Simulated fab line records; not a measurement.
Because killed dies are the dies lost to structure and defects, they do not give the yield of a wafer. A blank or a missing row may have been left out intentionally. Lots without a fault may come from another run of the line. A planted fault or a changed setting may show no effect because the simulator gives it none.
Split-lot study | flow sfq_line | 5 lots, 23 wafers read, on a route of 325 steps

THE SPLIT
At SFQ_TRILAYER_C5_LITHO_PEB_154 (peb time 60 s), the setting peb_time_s was moved away from the recipe's 60 s on 9 of the 23 wafers read, by -11.3% to +11.8%. All remaining wafers had this setting at the recipe value.

FROM THE SPLIT TO THE READING: what the file shows between them, 1 step
- SFQ_TRILAYER_C5_LITHO_DEVELOP_153: time 60 s

THE READING
C5.cd_nm (the simulator's own value, which no gauge read), in nm, at SFQ_TRILAYER_C5_BARC_OPEN_VIA_ETCH_210 (etches BARC in O2, target depth 125 nm, time 41.7 s). The file gives no usual value for it. Here, 14 wafers ran the recipe; their average is 500.0 nm with a standard deviation of 1.4 nm.

wafer  | tool, chamber at the split | peb_time_s as run, s | against the recipe | C5.cd_nm, nm | against lot-mates on the recipe
L075.1 | litho_track-03, 0          | 60                   | recipe             | 499.8        | -
L075.3 | litho_track-03, 0          | 67.06                | +11.8%             | 514.1        | +14.6
L075.4 | litho_track-03, 0          | 67.06                | +11.8%             | 517.1        | +17.6
L075.5 | litho_track-03, 0          | 60                   | recipe             | 499.1        | -
L075.6 | litho_track-03, 0          | 67.06                | +11.8%             | 514.3        | +14.8
L076.1 | litho_track-03, 0          | 60                   | recipe             | 498.8        | -
L076.2 | litho_track-03, 0          | 53.2                 | -11.3%             | 480.9        | -17.8
L076.3 | litho_track-03, 0          | 53.2                 | -11.3%             | 483.8        | -14.8
L076.5 | litho_track-03, 0          | 53.2                 | -11.3%             | 483.1        | -15.5
L076.6 | litho_track-03, 0          | 60                   | recipe             | 498.5        | -
L077.1 | litho_track-02, 0          | 60                   | recipe             | 497.9        | -
L077.2 | litho_track-02, 0          | 60                   | recipe             | 498.9        | -
L077.3 | litho_track-02, 0          | 60                   | recipe             | 498.6        | -
L077.4 | litho_track-02, 0          | 60                   | recipe             | 500.6        | -
L077.6 | litho_track-02, 0          | 60                   | recipe             | 502.3        | -
L080.1 | litho_track-02, 0          | 60                   | recipe             | 501.3        | -
L080.2 | litho_track-02, 0          | 60                   | recipe             | 502.7        | -
L080.3 | litho_track-02, 0          | 64.54                | +7.6%              | 512.2        | +10.2
L080.5 | litho_track-02, 0          | 64.54                | +7.6%              | 511.2        | +9.2
L080.6 | litho_track-02, 0          | 64.54                | +7.6%              | 512.1        | +10.1
L082.3 | litho_track-03, 0          | 60                   | recipe             | 501.3        | -
L082.5 | litho_track-03, 0          | 60                   | recipe             | 500.5        | -
L082.6 | litho_track-03, 0          | 60                   | recipe             | 499.6        | -

FIT RESULTS
A straight line over all 23 wafers: C5.cd_nm changes by +1.44 nm for each +1% of peb_time_s; r = +0.99; the points scatter about the line by 1.6 nm.
The same after taking each lot's own level away (the mean of its wafers on the recipe; 23 wafers): +1.37 nm for each +1%; r = +0.99; scatter 1.1 nm.
On that fit, the largest move of peb_time_s shifts the reading by 16 nm.
The lots' own levels span 498.65 to 502.00 nm, that is 2.3 times the standard deviation above.
Hence the lot-to-lot level has little effect on the slope; both slopes agree.
Check: with one of the wafers moved furthest among these (+11.8%) left out of the fit, the line predicts +16.1 nm for it against its lot-mates. Against them it came out at +14.6 nm.

OTHER SPLITS APPLIED TO THESE WAFERS
Note: prior to the reading, these wafers also went through further splits. Each is held against what the fit with the lots' levels taken away leaves over:
other split on the same wafers                  | wafers away from the commonest value | r with C5.cd_nm (lot level and that fit taken away)
SFQ_TRILAYER_JJ_TRILAYER_DEP_SPUTTER_112 time_s | 5                                    | +0.21
SFQ_TRILAYER_JJ_CE_LITHO_EXPOSE_115 dose_mj     | 5                                    | +0.14
SFQ_TRILAYER_JJ_CE_BARC_OPEN_RIE_150 icp_w      | 6                                    | -0.19
SFQ_TRILAYER_M5_LITHO_COAT_123 spin_rpm         | 11                                   | -0.22
SFQ_TRILAYER_R5_DEP_SPUTTER_133 power_w         | 9                                    | -0.19
SFQ_TRILAYER_R5_LITHO_COAT_141 spin_rpm         | 9                                    | +0.07
SFQ_TRILAYER_I5_LITHO_PEB_147 peb_time_s        | 6                                    | +0.10

FILE'S OWN FIT
C5.cd_nm changes by +1.36 nm for each +1% of peb_time_s, r = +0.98.
